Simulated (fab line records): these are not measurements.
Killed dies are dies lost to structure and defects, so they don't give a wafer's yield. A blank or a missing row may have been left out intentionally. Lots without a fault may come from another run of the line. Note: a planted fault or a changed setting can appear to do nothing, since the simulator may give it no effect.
Chamber matching / flow sky130 / cmp-01 running SKY_LI_CONTACT_CMP_02: 4 sister chambers
The step polishes PSG. 4 wafers are shown with their chamber, then 7 later ones without.

WAFERS PAIRED WITH THEIR CHAMBERS
wafer=L716.5; chamber=0; motor_current_A (A)=9.2
wafer=L723.4; chamber=2; motor_current_A (A)=10.4
wafer=L722.2; chamber=3; motor_current_A (A)=11.2
wafer=L722.4; chamber=1; motor_current_A (A)=12.8

WAFERS WITH NO CHAMBER GIVEN
wafer=L722.6; motor_current_A (A)=12.4
wafer=L724.4; motor_current_A (A)=9.3
wafer=L724.5; motor_current_A (A)=11.0
wafer=L724.6; motor_current_A (A)=11.4
wafer=L728.1; motor_current_A (A)=11.5
wafer=L728.3; motor_current_A (A)=9.5
wafer=L728.5; motor_current_A (A)=9.8

WHICH CHAMBER EACH ONE RAN IN
wafer=L722.6; from the rows above=1; in truth=1
wafer=L724.4; from the rows above=0; in truth=0
wafer=L724.5; from the rows above=can't be placed: 3 or 2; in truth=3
wafer=L724.6; from the rows above=3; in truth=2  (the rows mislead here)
wafer=L728.1; from the rows above=3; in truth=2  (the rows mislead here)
wafer=L728.3; from the rows above=can't be placed: 0 or 2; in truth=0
wafer=L728.5; from the rows above=can't be placed: 2 or 0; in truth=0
Placed correctly: 2 of 7. Can't be placed from these rows: 3 (the true chamber is among the candidates in 3). Placed wrongly: 2.
How it was worked out, from the rows above alone: a wafer's distance from a chamber is the root of the sum, over the readings, of the square of ((its reading less the chamber's mean) divided by the reading's scatter). The wafer belongs to the nearest chamber; if the next one is less than 2 further off, it can't be placed. Each chamber's mean is taken over the wafers shown for it. The scatter: root of mean squared gap, hidden wafer to nearest shown wafer, with one shown wafer a chamber.
